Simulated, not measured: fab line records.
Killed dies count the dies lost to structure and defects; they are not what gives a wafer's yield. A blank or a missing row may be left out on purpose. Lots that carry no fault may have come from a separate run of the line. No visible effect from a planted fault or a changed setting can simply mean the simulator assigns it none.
fab line records -- flow sky130
record lots=11, wafers=33, last-day=51
route steps=708 shown LDD_N@253 POLY_CUT@316 SD_P@327 CONTACT@406 PAD_OPEN@708
lots that met no fault: from a run of the same line without faults
start-h: hours from the record's opening day to when the first of the lot's shown wafers began -- wait-h: how many hours have passed since the lot's step before this one -- " repeats the value in the row above -- L1.1+2: a single row standing in for several wafers -- - no value, or no start was given -- * or withheld: withheld -- < > ~ a bound
route shown NAME@n: NAME is a module with steps in the file, n the number in the route of the first one -- usual: mean/standard deviation of fault-free wafers -- same: alike in all rows -- chamber/n: place in a boat -- sites: the reading at each site -- _std_site: standard deviation of those values -- _edge_site: inner sites' mean taken away from outer sites' mean -- radius-mm: how far each site lies from the wafer's centre -- mask NAME#n: copy n -- behind: the tool/chamber that last shaped the wafer -- hold: why the lot was held/for how many hours/how that ended -- device: names the non-switching transistor (n, p or np) -- end of line: the route-end tests of the same wafers -- a step given without rows: its recipe and nothing more -- killed: dies that structure and defects cost at the first sort, which is not the same as the wafer's yield -- map: the dies of a wafer, with x for killed, . for not killed, _ for no die there
set.NAME: the run value of the setting; set.NAME@STEP: its run value at that earlier step -- model.NAME: the simulator's own value behind a step, which no gauge read
steps of the route over a sample of lots; a table a step, a row a wafer
services: from which hour (start-h, from the record's first day; less than 0 if before it) a tool's chamber was out of use, for how many hours, and why
## steps
# step SKY_LDD_N_STRIP_16
# recipe chemistry=O2/N2, power-w=1400, pressure-mtorr=1500, platen-temp-c=withheld, o2-flow-sccm=3000, n2-flow-sccm=300, overash-fraction=0.5
# usual drypump-motor-current-A=5.5/0.37, oes-product-au=0.407/0.0051, strip-time-to-endpoint-s=4.315/0.014
lot.wafer,tool,chamber,start-h,wait-h,drypump-motor-current-A,oes-product-au,rf-hours-counter-h,strip-time-to-endpoint-s
L219.2,plasma-asher-02,1,421.60,0.1,6.1,0.397,30,4.266
L219.5,plasma-asher-02,1,421.60,0.1,6.2,0.407,-,4.293
L219.6,plasma-asher-02,0,421.60,0.1,6.0,0.404,-,4.289
L220.1,plasma-asher-03,1,436.59,0.1,5.2,0.408,1,4.319
L220.3,plasma-asher-03,0,436.59,0.1,5.4,0.405,-,4.314
L220.5,plasma-asher-03,0,436.59,0.1,5.4,0.401,-,4.303
L222.3,plasma-asher-03,1,444.74,0.1,5.2,0.400,-,4.313
L222.5,plasma-asher-03,1,444.74,0.1,5.2,0.407,-,4.326
L222.6,plasma-asher-03,0,444.74,0.1,5.4,0.414,-,4.330
L223.1,plasma-asher-03,1,453.73,0.1,5.2,0.396,2,4.315
L223.4,plasma-asher-03,1,453.73,0.1,5.2,0.416,-,4.305
L223.5,plasma-asher-03,0,453.73,0.1,5.4,0.400,-,4.324
L224.1,plasma-asher-03,0,462.20,0.1,5.4,0.405,3,4.323
L224.2,plasma-asher-03,1,462.20,0.1,5.2,0.398,3,4.323
L224.3,plasma-asher-03,1,462.20,0.1,5.2,0.410,-,4.316
L227.1,plasma-asher-01,1,482.69,0.1,5.1,0.403,83,4.304
L227.2,plasma-asher-01,0,482.69,0.1,6.0,0.411,83,4.297
L227.3,plasma-asher-01,1,482.69,0.1,5.1,0.410,-,4.313
L228.1,plasma-asher-03,1,492.34,0.1,5.2,0.406,7,4.312
L228.5,plasma-asher-03,1,492.34,0.1,5.2,0.409,-,4.321
L228.6,plasma-asher-03,0,492.34,0.1,5.4,0.414,-,4.294
L234.1,plasma-asher-03,1,548.14,0.1,5.2,0.406,14,4.312
L234.2,plasma-asher-03,0,548.14,0.1,5.4,0.401,14,4.310
L234.4,plasma-asher-03,0,548.14,0.1,5.4,0.409,-,4.305
L239.2,plasma-asher-02,1,588.64,0.1,6.2,0.403,47,4.330
L239.3,plasma-asher-02,0,588.64,0.1,6.0,0.407,-,4.345
L239.6,plasma-asher-02,1,588.64,0.1,6.1,0.402,-,4.313
L240.2,plasma-asher-03,1,596.35,0.1,5.2,0.402,19,4.313
L240.3,plasma-asher-03,1,596.35,0.1,5.2,0.410,-,4.321
L240.6,plasma-asher-03,1,596.35,0.1,5.2,0.416,-,4.322
L242.1,plasma-asher-03,1,611.60,0.1,5.2,0.407,21,4.329
L242.3,plasma-asher-03,0,611.60,0.1,5.4,0.407,-,4.318
L242.5,plasma-asher-03,0,611.60,0.1,5.4,0.412,-,4.317
# step SKY_POLY_CUT_OVL_MEAS_09
# usual POLY_CUT_OVL=3/5.6
lot.wafer,tool,chamber,start-h,wait-h,POLY_CUT_OVL[nm]
L219.2,overlay-02,-,579.19,0.1,8
L219.5,overlay-02,-,579.19,0.1,4
L219.6,overlay-02,-,579.19,0.1,12
L220.1,overlay-02,-,592.14,0.1,21
L220.3,overlay-02,-,592.14,0.1,19
L220.5,overlay-02,-,592.14,0.1,16
L222.3,overlay-02,-,600.74,0.1,8
L222.5,overlay-02,-,600.74,0.1,11
L222.6,overlay-02,-,600.74,0.1,7
L223.1,overlay-01,-,610.18,0.1,4
L223.4,overlay-01,-,610.18,0.1,4
L223.5,overlay-01,-,610.18,0.1,2
L224.1,overlay-01,-,617.91,0.1,2
L224.2,overlay-01,-,617.91,0.1,11
L224.3,overlay-01,-,617.91,0.1,0
L227.1,overlay-01,-,637.98,0.1,4
L227.2,overlay-01,-,637.98,0.1,12
L227.3,overlay-01,-,637.98,0.1,-1
L228.1,overlay-02,-,645.34,0.1,3
L228.5,overlay-02,-,645.34,0.1,7
L228.6,overlay-02,-,645.34,0.1,-2
L234.1,overlay-02,-,700.43,0.1,1
L234.2,overlay-02,-,700.43,0.1,-11
L234.4,overlay-02,-,700.43,0.1,0
L239.2,overlay-02,-,736.39,0.1,5
L239.3,overlay-02,-,736.39,0.1,-5
L239.6,overlay-02,-,736.39,0.1,3
L240.2,overlay-01,-,745.17,0.1,-1
L240.3,overlay-01,-,745.17,0.1,0
L240.6,overlay-01,-,745.17,0.1,0
L242.1,overlay-02,-,758.74,0.1,4
L242.3,overlay-02,-,758.74,0.1,-2
L242.5,overlay-02,-,758.74,0.1,-6
# step SKY_SD_P_CD_MEAS_07
# recipe target-cd-nm=380
# usual cd-nm=379.6/2.5
lot.wafer,tool,chamber,start-h,wait-h,cd-nm
L219.2,cd-sem-02,-,609.43,0.1,378.2
L219.5,cd-sem-02,-,609.43,0.1,378.0
L219.6,cd-sem-02,-,609.43,0.1,377.1
L220.1,cd-sem-01,-,622.14,0.1,380.6
L220.3,cd-sem-01,-,622.14,0.1,380.1
L220.5,cd-sem-01,-,622.14,0.1,380.3
L222.3,cd-sem-01,-,630.93,0.1,378.9
L222.5,cd-sem-01,-,630.93,0.1,380.3
L222.6,cd-sem-01,-,630.93,0.1,378.1
L223.1,cd-sem-01,-,640.21,0.1,377.6
L223.4,cd-sem-01,-,640.21,0.1,377.8
L223.5,cd-sem-01,-,640.21,0.1,379.7
L224.1,cd-sem-01,-,646.95,0.1,379.4
L224.2,cd-sem-01,-,646.95,0.1,380.6
L224.3,cd-sem-01,-,646.95,0.1,382.0
L227.1,cd-sem-01,-,667.45,0.1,380.4
L227.2,cd-sem-01,-,667.45,0.1,381.5
L227.3,cd-sem-01,-,667.45,0.1,379.9
L228.1,cd-sem-02,-,674.76,0.1,378.8
L228.5,cd-sem-02,-,674.76,0.1,380.6
L228.6,cd-sem-02,-,674.76,0.1,380.6
L234.1,cd-sem-01,-,728.90,0.1,383.4
L234.2,cd-sem-01,-,728.90,0.1,379.2
L234.4,cd-sem-01,-,728.90,0.1,382.7
L239.2,cd-sem-01,-,764.03,0.1,381.2
L239.3,cd-sem-01,-,764.03,0.1,379.5
L239.6,cd-sem-01,-,764.03,0.1,379.0
L240.2,cd-sem-02,-,773.67,0.1,377.8
L240.3,cd-sem-02,-,773.67,0.1,377.2
L240.6,cd-sem-02,-,773.67,0.1,379.5
L242.1,cd-sem-01,-,786.34,0.1,380.1
L242.3,cd-sem-01,-,786.34,0.1,377.7
L242.5,cd-sem-01,-,786.34,0.1,379.8
# step SKY_CONTACT_CVD_00
# recipe material=Si3N4, target-thk-nm=75, temp-c=400, time-s=withheld, rf-w=450
# usual heater-power-w=760/100
lot.wafer,tool,chamber,start-h,wait-h,heater-power-w
L219.2,pecvd-02,1,731.78,0.0,706
L219.5,pecvd-02,2,731.78,0.0,766
L219.6,pecvd-02,0,731.78,0.0,768
L220.1,pecvd-01,1,742.78,0.0,819
L220.3,pecvd-01,2,742.78,0.0,908
L220.5,pecvd-01,2,742.78,0.0,936
L222.3,pecvd-02,0,751.49,0.0,774
L222.5,pecvd-02,1,751.49,0.0,635
L222.6,pecvd-02,0,751.49,0.0,777
L223.1,pecvd-01,2,760.85,0.0,780
L223.4,pecvd-01,0,760.85,0.0,846
L223.5,pecvd-01,2,760.85,0.0,802
L224.1,pecvd-01,0,765.31,0.0,815
L224.2,pecvd-01,1,765.31,0.0,829
L224.3,pecvd-01,2,765.31,0.0,894
L227.1,pecvd-02,2,785.11,0.0,802
L227.2,pecvd-02,0,785.11,0.0,664
L227.3,pecvd-02,1,785.11,0.0,649
L228.1,pecvd-03,0,793.05,0.0,698
L228.5,pecvd-03,2,793.05,0.0,521
L228.6,pecvd-03,1,793.05,0.0,676
L234.1,pecvd-03,0,843.12,0.0,669
L234.2,pecvd-03,1,843.12,0.0,637
L234.4,pecvd-03,2,843.12,0.0,545
L239.2,pecvd-02,2,875.77,0.0,819
L239.3,pecvd-02,1,875.77,0.0,694
L239.6,pecvd-02,2,875.77,0.0,857
L240.2,pecvd-02,0,883.79,0.0,741
L240.3,pecvd-02,2,883.79,0.0,836
L240.6,pecvd-02,2,883.79,0.0,824
L242.1,pecvd-01,1,899.70,0.0,736
L242.3,pecvd-01,0,899.70,0.0,699
L242.5,pecvd-01,2,899.70,0.0,809
# step SKY_CONTACT_THK_MEAS_01
# recipe reads=Si3N4_of_CONTACT_CVD_00
# usual CONTACT_CVD_00_THK=74.9/1
lot.wafer,tool,chamber,start-h,wait-h,CONTACT_CVD_00_THK[nm]
L219.2,film-metro-04,-,731.82,-,75.0
L219.5,film-metro-04,-,731.82,-,75.8
L219.6,film-metro-04,-,731.82,-,75.8
L220.1,film-metro-02,-,742.81,-,72.6
L220.3,film-metro-02,-,742.81,-,73.3
L220.5,film-metro-02,-,742.81,-,75.0
L222.3,film-metro-04,-,751.55,-,74.4
L222.5,film-metro-04,-,751.55,-,75.6
L222.6,film-metro-04,-,751.55,-,75.0
L223.1,film-metro-04,-,760.88,-,74.6
L223.4,film-metro-04,-,760.88,-,76.3
L223.5,film-metro-04,-,760.88,-,76.5
L224.1,film-metro-04,-,765.35,-,74.8
L224.2,film-metro-04,-,765.35,-,75.1
L224.3,film-metro-04,-,765.35,-,75.0
L227.1,film-metro-04,-,785.14,-,73.9
L227.2,film-metro-04,-,785.14,-,73.6
L227.3,film-metro-04,-,785.14,-,73.6
L228.1,film-metro-02,-,793.09,-,73.9
L228.5,film-metro-02,-,793.09,-,75.3
L228.6,film-metro-02,-,793.09,-,74.5
L234.1,film-metro-04,-,843.15,-,74.2
L234.2,film-metro-04,-,843.15,-,74.4
L234.4,film-metro-04,-,843.15,-,75.7
L239.2,film-metro-02,-,875.81,-,137.9
L239.3,film-metro-02,-,875.81,-,137.0
L239.6,film-metro-02,-,875.81,-,74.8
L240.2,film-metro-03,-,883.83,-,138.5
L240.3,film-metro-03,-,883.83,-,138.0
L240.6,film-metro-03,-,883.83,-,75.6
L242.1,film-metro-04,-,899.73,-,74.7
L242.3,film-metro-04,-,899.73,-,75.0
L242.5,film-metro-04,-,899.73,-,76.2
# step SKY_CONTACT_ETCH_18
# recipe target=Si3N4, chemistry=CHF3/O2, stop-on=TiN, source-w=600, bias-w=200, pressure-mtorr=40, chf3-flow-sccm=50, O2_flow_sccm=5, time-s=39, target-depth-a=750
# usual O2_flow_sccm=4.999/0.016, bias-w=200.0/0.6, drypump-motor-current-A=5.9/0.61, oes-product-au=0.855/0.0073, throttle-valve-pct=8.794/0.0097
lot.wafer,tool,chamber,start-h,wait-h,O2_flow_sccm,bias-w,drypump-motor-current-A,oes-product-au,rf-hours-counter-h,throttle-valve-pct
L219.2,rie-diel-02,2,-,-,4.979,201.1,5.9,0.856,16,8.787
L219.5,rie-diel-02,2,-,-,4.984,200.6,5.9,0.861,-,8.785
L219.6,rie-diel-02,1,-,-,5.013,201.0,5.4,0.866,-,8.800
L220.1,rie-diel-04,3,-,-,5.006,200.5,6.7,0.836,4,8.784
L220.3,rie-diel-04,0,-,-,4.998,200.0,4.9,0.849,5,8.788
L220.5,rie-diel-04,3,-,-,4.995,200.7,6.7,0.856,-,8.809
L222.3,rie-diel-03,2,-,-,4.995,200.0,5.9,0.851,35,8.805
L222.5,rie-diel-03,2,-,-,5.010,200.5,5.9,0.854,-,8.789
L222.6,rie-diel-03,3,-,-,5.024,199.4,5.0,0.857,-,8.811
L223.1,rie-diel-02,3,-,-,4.975,199.6,5.4,0.852,9,8.808
L223.4,rie-diel-02,0,-,-,4.995,200.2,6.4,0.861,23,8.784
L223.5,rie-diel-02,1,-,-,4.979,200.0,5.4,0.862,-,8.792
L224.1,rie-diel-03,0,-,-,4.995,200.9,6.7,0.851,9,8.795
L224.2,rie-diel-03,1,-,-,4.998,199.8,6.3,0.857,20,8.788
L224.3,rie-diel-03,3,-,-,4.995,198.9,4.9,0.857,11,8.793
L227.1,rie-diel-02,2,-,-,4.959,199.6,5.9,0.850,18,8.793
L227.2,rie-diel-02,0,-,-,4.994,199.0,6.5,0.850,25,8.785
L227.3,rie-diel-02,3,-,-,5.004,200.5,5.3,0.852,10,8.782
L228.1,rie-diel-04,2,-,-,5.019,199.4,6.5,0.841,17,8.802
L228.5,rie-diel-04,0,-,-,5.012,200.5,4.9,0.860,-,8.790
L228.6,rie-diel-04,1,-,-,5.016,200.4,6.0,0.850,-,8.801
L234.1,rie-diel-04,0,-,-,4.988,200.2,4.9,0.848,8,8.796
L234.2,rie-diel-04,3,-,-,4.985,199.2,6.7,0.847,7,8.788
L234.4,rie-diel-04,3,-,-,5.008,200.5,6.7,0.863,-,8.809
L239.2,rie-diel-03,3,-,-,5.013,200.7,4.9,0.990,15,8.828
L239.3,rie-diel-03,1,-,-,4.988,199.5,6.2,0.988,24,8.824
L239.6,rie-diel-03,0,-,-,4.987,200.2,6.8,0.857,-,8.790
L240.2,rie-diel-04,0,-,-,4.975,200.5,4.9,0.987,9,8.830
L240.3,rie-diel-04,3,-,-,4.979,199.5,6.7,0.994,8,8.825
L240.6,rie-diel-04,0,-,-,4.992,200.3,4.9,0.868,-,8.799
L242.1,rie-diel-02,3,-,-,5.007,199.6,5.4,0.852,14,8.776
L242.3,rie-diel-02,2,-,-,5.011,199.9,5.9,0.860,22,8.794
L242.5,rie-diel-02,3,-,-,5.006,200.7,5.4,0.865,-,8.803
# step SKY_PAD_OPEN_PROBE_99
# usual killed_at_M0_to_M3=43/6.9, killed_at_M4_up=3.2/1.6, killed-at-contacts=25/5.1, killed-at-front-end=16/4.5, killed-at-other=0.3/0.68, killed-dies=87/8.9, killed-on-rim=16/3.6, killed-open=48/6.9, killed-short=39/6.3
# same gross-dies=492, killed-at-back-side=0
lot.wafer,tool,chamber,start-h,wait-h,killed_at_M0_to_M3,killed_at_M4_up,killed-at-contacts,killed-at-front-end,killed-at-other,killed-dies,killed-on-rim,killed-open,killed-short
L234.2,prober-01,-,1184.78,0.1,51,2,35,21,0,109,17,55,54
L239.2,prober-01,-,1204.54,0.1,31,3,441,17,0,492,96,30,38
L239.3,prober-01,-,1204.59,0.2,42,5,424,21,0,492,96,49,49
L239.6,prober-01,-,1204.74,0.2,36,4,21,19,0,80,15,37,43
L240.2,prober-01,-,1212.70,0.1,46,1,429,14,2,492,96,43,43
L240.3,prober-01,-,1212.75,0.2,50,2,422,16,2,492,96,49,35
L240.6,prober-01,-,1212.90,0.2,36,3,28,15,2,84,16,47,37
# killed by level:class
L234.2 VIA1:geometric-particle:open=13 CONTACT:geometric-particle:short=11 CONTACT:geometric-particle:open=10 LI_CONTACT:geometric-particle:open=7 METAL1:geometric-particle:short=6 VIA2:geometric-particle:open=6 VIA2:geometric-particle:short=4 POLY_CUT:geometric-particle:short=4
L239.2 CONTACT:area-etch=424 POLY_GATE:geometric-particle:short=6 VIA1:geometric-particle:open=5 METAL2:geometric-particle:short=5 POLY_GATE:geometric-particle:open=4 CONTACT:geometric-particle:short=4 CONTACT:geometric-particle:open=4 VIA2:geometric-particle:open=4
L239.3 CONTACT:area-etch=394 CONTACT:geometric-particle:open=14 FIELD_ISO:geometric-particle:open=7 FIELD_ISO:geometric-particle:short=6 LI_CONTACT:geometric-particle:open=6 CONTACT:geometric-particle:short=6 METAL1:geometric-particle:short=6 VIA1:geometric-particle:open=6
L239.6 FIELD_ISO:geometric-particle:open=9 CONTACT:geometric-particle:open=6 VIA1:geometric-particle:short=5 VIA3:geometric-particle:open=5 FIELD_ISO:geometric-particle:short=4 LOCAL_INTERCONNECT:geometric-particle:short=4 CONTACT:geometric-particle:short=4 METAL1:geometric-particle:short=4
L240.2 CONTACT:area-etch=406 VIA1:geometric-particle:open=8 CONTACT:geometric-particle:open=8 LI_CONTACT:geometric-particle:open=7 FIELD_ISO:geometric-particle:open=6 CONTACT:geometric-particle:short=6 VIA2:geometric-particle:open=6 VIA1:geometric-particle:short=5
L240.3 CONTACT:area-etch=407 VIA1:geometric-particle:open=13 METAL2:geometric-particle:short=10 VIA3:geometric-particle:open=9 VIA2:geometric-particle:open=6 FIELD_ISO:geometric-particle:short=4 LI_CONTACT:geometric-particle:open=4 CONTACT:geometric-particle:open=4
L240.6 CONTACT:geometric-particle:open=9 VIA1:geometric-particle:open=9 VIA3:geometric-particle:open=7 FIELD_ISO:geometric-particle:open=6 CONTACT:geometric-particle:short=6 VIA1:geometric-particle:short=6 VIA2:geometric-particle:open=4 LI_CONTACT:geometric-particle:short=4
## services
tool,chamber,start-h,hours,kind
plasma-asher-03,-,421.25,9.0,pm
rie-diel-04,-,425.35,0.1,repair
pecvd-01,1,428.57,5.1,repair
pecvd-01,-,434.74,2.8,pm
pecvd-02,-,455.80,0.9,repair
rie-diel-04,3,462.05,7.1,repair
rie-diel-02,0,468.30,4.2,repair
rie-diel-04,0,483.50,29.8,repair
pecvd-02,2,487.78,6.3,repair
rie-diel-04,-,490.81,0.3,repair
rie-diel-02,3,497.07,3.2,repair
pecvd-01,1,509.58,3.7,repair
pecvd-02,-,511.75,2.8,pm
pecvd-02,1,515.28,8.1,repair
rie-diel-02,3,533.27,1.3,repair
pecvd-02,0,536.28,4.7,repair
rie-diel-02,-,541.70,14.6,pm
pecvd-02,-,577.57,0.7,repair
pecvd-02,0,623.09,10.3,repair
pecvd-02,1,682.53,6.6,repair
plasma-asher-03,-,724.48,0.8,repair
plasma-asher-03,-,755.00,2.8,pm
plasma-asher-03,-,791.15,0.8,repair
pecvd-02,-,816.63,0.9,repair
## key
first-sign step=SKY_CONTACT_THK_MEAS_01, reading=CONTACT_CVD_00_THK, direction=up, sigmas=63, usual=74.9, struck=137.9
effect step=SKY_CONTACT_ETCH_18, reading=oes-product-au, direction=up, sigmas=18, usual=0.855, struck=0.990
effect step=SKY_PAD_OPEN_PROBE_99, reading=killed-at-contacts, direction=up, sigmas=80, usual=25, struck=429
more-kills-born-at SKY_CONTACT_ETCH_18@rie-diel-03=818, SKY_CONTACT_ETCH_18@rie-diel-04=813
met-at SKY_CONTACT_CVD_00
struck-lots L239,L240
struck-wafers L239.2,L239.3,L240.2,L240.3
later-rows-left-out L239.2,L239.3,L240.2,L240.3
tester-left-out L239,L240
not-acting-at SKY_LDD_N_STRIP_16,SKY_POLY_CUT_OVL_MEAS_09,SKY_SD_P_CD_MEAS_07
onset-between 785.11 875.77
fault kind=process-parameter-drift, tool=pecvd-02, chamber=-, onset-h=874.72, steps=SKY_CONTACT_CVD_00, channel=target-thk-nm, offset=64.684, shape=step, end-h=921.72, scope=struck-wafers-only, acts-in=these-recipes-only, stated=75
# tester-left-out: of these lots the tester's yield and bins aren't shown, on N5 and GAA mostly nor the transistor test; their killed dies are dies lost to structure and defects alone, not to doping, threshold or leakage, so they don't give the yield
# later-rows-left-out: the simulator's readings of these wafers behind a module that went badly wrong aren't trusted and aren't shown, but for the sort
